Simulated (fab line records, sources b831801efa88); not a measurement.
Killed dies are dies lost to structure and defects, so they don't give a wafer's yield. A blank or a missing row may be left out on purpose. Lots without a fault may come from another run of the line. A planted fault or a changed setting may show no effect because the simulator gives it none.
Which tool did it? | flow sky130 | 12 lots, 36 wafers sampled, at 5 steps of a route of 708

WHAT THE GAUGES READ, wafer by wafer
SKY_GATE_OXIDE_TW_MEAS_14.
lot  | measured     | on            | GATE_OXIDE_TW
L941 | day 14 01:37 | film_metro-03 | 225.0 226.8 226.0
L943 | day 14 21:43 | film_metro-01 | 222.0 225.5 223.9
L944 | day 15 03:52 | film_metro-04 | 224.8 226.8 225.5
L946 | day 15 23:18 | film_metro-04 | 224.9 224.1 225.9
L947 | day 16 03:45 | film_metro-03 | 223.0 224.2 224.4
L949 | day 17 23:35 | film_metro-04 | 199.7 200.0 200.8
L952 | day 18 14:23 | film_metro-03 | 224.0 224.5 226.0
L953 | day 18 13:49 | film_metro-04 | 200.5 199.7 200.4
L961 | day 21 09:58 | film_metro-01 | 223.4 224.5 225.0
L962 | day 21 19:08 | film_metro-04 | 225.5 225.0 226.2
L963 | day 21 23:28 | film_metro-01 | 223.9 223.8 223.2
L964 | day 22 08:04 | film_metro-04 | 225.3 226.1 226.0

SKY_CONTACT_RS_MEAS_25: measures by four-point-probe.
lot  | measured     | on            | CONTACT_W_RS (ohm/sq)
L941 | day 32 07:32 | film_metro-02 | 0.337 0.340 0.339
L943 | day 32 21:50 | film_metro-03 | 0.337 0.341 0.337
L944 | day 33 02:50 | film_metro-02 | 0.337 0.336 0.341
L946 | day 33 21:56 | film_metro-03 | 0.341 0.339 0.336
L947 | day 34 05:43 | film_metro-02 | 0.333 0.332 0.338
L949 | day 35 17:13 | film_metro-02 | 0.337 0.335 0.331
L952 | day 36 06:34 | film_metro-01 | 0.344 0.343 0.342
L953 | day 36 06:05 | film_metro-02 | 0.336 0.337 0.337
L961 | day 38 12:59 | film_metro-01 | 0.339 0.338 0.341
L962 | day 38 19:10 | film_metro-01 | 0.352 0.342 0.344
L963 | day 38 23:57 | film_metro-02 | 0.349 0.337 0.348
L964 | day 39 06:43 | film_metro-03 | 0.340 0.336 0.337

SKY_CONTACT_THK_MEAS_26: measures by xrf.
lot  | measured     | on            | CONTACT_W_THK (nm)
L941 | day 32 07:40 | film_metro-02 | 337 333 335
L943 | day 32 21:57 | film_metro-03 | 335 331 334
L944 | day 33 02:58 | film_metro-02 | 335 337 332
L946 | day 33 22:02 | film_metro-03 | 329 327 334
L947 | day 34 05:49 | film_metro-02 | 339 341 333
L949 | day 35 17:20 | film_metro-02 | 335 337 341
L952 | day 36 06:41 | film_metro-01 | 327 330 329
L953 | day 36 06:12 | film_metro-02 | 342 340 340
L961 | day 38 13:07 | film_metro-01 | 329 332 331
L962 | day 38 19:17 | film_metro-01 | 318 324 325
L963 | day 39 00:04 | film_metro-02 | 325 336 327
L964 | day 39 06:50 | film_metro-03 | 329 334 335

WHICH TOOL RAN EACH LOT (tool, then ch and the chambers of the sampled wafers, then the start)
lot  | SKY_DNWELL_STRIP_08                 | SKY_GATE_OXIDE_IMPLANT_11
L941 | plasma_asher-02 ch 1, day 3 07:30   | implanter-04 ch 0, day 14 01:16
L943 | plasma_asher-04 ch 0,1, day 3 17:37 | implanter-04 ch 0, day 14 21:23
L944 | plasma_asher-02 ch 0,1, day 3 21:41 | implanter-02 ch 0, day 15 03:31
L946 | plasma_asher-04 ch 0,1, day 4 09:07 | implanter-04 ch 0, day 15 22:58
L947 | plasma_asher-03 ch 0,1, day 4 14:13 | implanter-04 ch 0, day 16 03:26
L949 | plasma_asher-04 ch 0,1, day 5 14:28 | implanter-04 ch 0, day 17 23:14
L952 | plasma_asher-03 ch 0,1, day 5 21:40 | implanter-02 ch 0, day 18 14:02
L953 | plasma_asher-04 ch 0,1, day 5 22:03 | implanter-04 ch 0, day 18 13:28
L961 | plasma_asher-02 ch 0,1, day 7 18:38 | implanter-02 ch 0, day 21 09:37
L962 | plasma_asher-03 ch 0,1, day 8 01:02 | implanter-01 ch 0, day 21 18:47
L963 | plasma_asher-03 ch 0,1, day 8 03:14 | implanter-02 ch 0, day 21 23:08
L964 | plasma_asher-03 ch 0,1, day 8 10:54 | implanter-01 ch 0, day 22 07:43
- SKY_DNWELL_STRIP_08: strips in O2/N2.
- SKY_GATE_OXIDE_IMPLANT_11

WHAT THE TOOLS THEMSELVES READ (means of the sampled wafers that have a number; where no wafer has one, the mark that the record gives instead)
SKY_DNWELL_STRIP_08.
lot  | tool            | drypump_motor_current_A (A) | oes_product_au (a.u.) | strip_time_to_endpoint_s (s)
L941 | plasma_asher-02 | 6.6                         | 0.726                 | 36.77
L943 | plasma_asher-04 | 6.3                         | 0.725                 | 36.94
L944 | plasma_asher-02 | 5.6                         | 0.723                 | 36.93
L946 | plasma_asher-04 | 6.2                         | 0.724                 | 36.82
L947 | plasma_asher-03 | 5.9                         | 0.722                 | 36.97
L949 | plasma_asher-04 | 6.2                         | 0.723                 | 36.90
L952 | plasma_asher-03 | 5.9                         | 0.722                 | 36.82
L953 | plasma_asher-04 | 6.2                         | 0.725                 | 36.82
L961 | plasma_asher-02 | 5.6                         | 0.726                 | 36.84
L962 | plasma_asher-03 | 5.9                         | 0.720                 | 36.88
L963 | plasma_asher-03 | 6.0                         | 0.729                 | 36.75
L964 | plasma_asher-03 | 5.8                         | 0.718                 | 36.82

SKY_GATE_OXIDE_IMPLANT_11.
lot  | tool         | dose_ions_cm2 | faraday_current_uA
L941 | implanter-04 | 2.5978e+12    | 14.47
L943 | implanter-04 | 2.5980e+12    | 14.87
L944 | implanter-02 | 2.5986e+12    | 14.82
L946 | implanter-04 | 2.6000e+12    | 14.66
L947 | implanter-04 | 2.6010e+12    | 14.54
L949 | implanter-04 | 1.7138e+12    | 9.77
L952 | implanter-02 | 2.6014e+12    | 14.80
L953 | implanter-04 | 1.7132e+12    | 9.84
L961 | implanter-02 | 2.5978e+12    | 14.81
L962 | implanter-01 | 2.6002e+12    | 14.81
L963 | implanter-02 | 2.5993e+12    | 14.83
L964 | implanter-01 | 2.6000e+12    | 14.90

THE ANSWER, worked out from the rows above alone
Rule: what is usual is taken from the lots themselves. Put in order of their means at a reading, lots are off if they are a third of the lots or fewer, leave a main group of 4 or more, and stand apart from it by a gap of 3 or more times the standard deviation of the main group's means; of several such gaps the widest counts. A main group whose means are all the same, to the digits that the tables above print for the reading, isn't used. A lot without any number at a reading at which 4 lots or more have one is off too. The other lots that the step has rows for count as sound. The gauges are gone through in route order, then the tools' own readings, and for those a lot's mean is taken as printed above. The first step at which some lot is off is used, and at that step the reading that is off furthest; a lot without a number counts as furthest.
Off: L949, L953, at SKY_GATE_OXIDE_TW_MEAS_14 (GATE_OXIDE_TW). The main group: mean 224.8, standard deviation 0.85.
A tool fits if, at a process step before that reading, it ran every lot that is off, and no sound lot after the first of them. The gauges at SKY_GATE_OXIDE_TW_MEAS_14 aren't tried: what is off there is off at SKY_GATE_OXIDE_IMPLANT_11 too, on other tools, and a gauge's error can't cause that. Can't be told from this: 2 tools fit, plasma_asher-04 at SKY_DNWELL_STRIP_08, implanter-04 at SKY_GATE_OXIDE_IMPLANT_11.

WHAT THE SIMULATOR HAD PUT IN
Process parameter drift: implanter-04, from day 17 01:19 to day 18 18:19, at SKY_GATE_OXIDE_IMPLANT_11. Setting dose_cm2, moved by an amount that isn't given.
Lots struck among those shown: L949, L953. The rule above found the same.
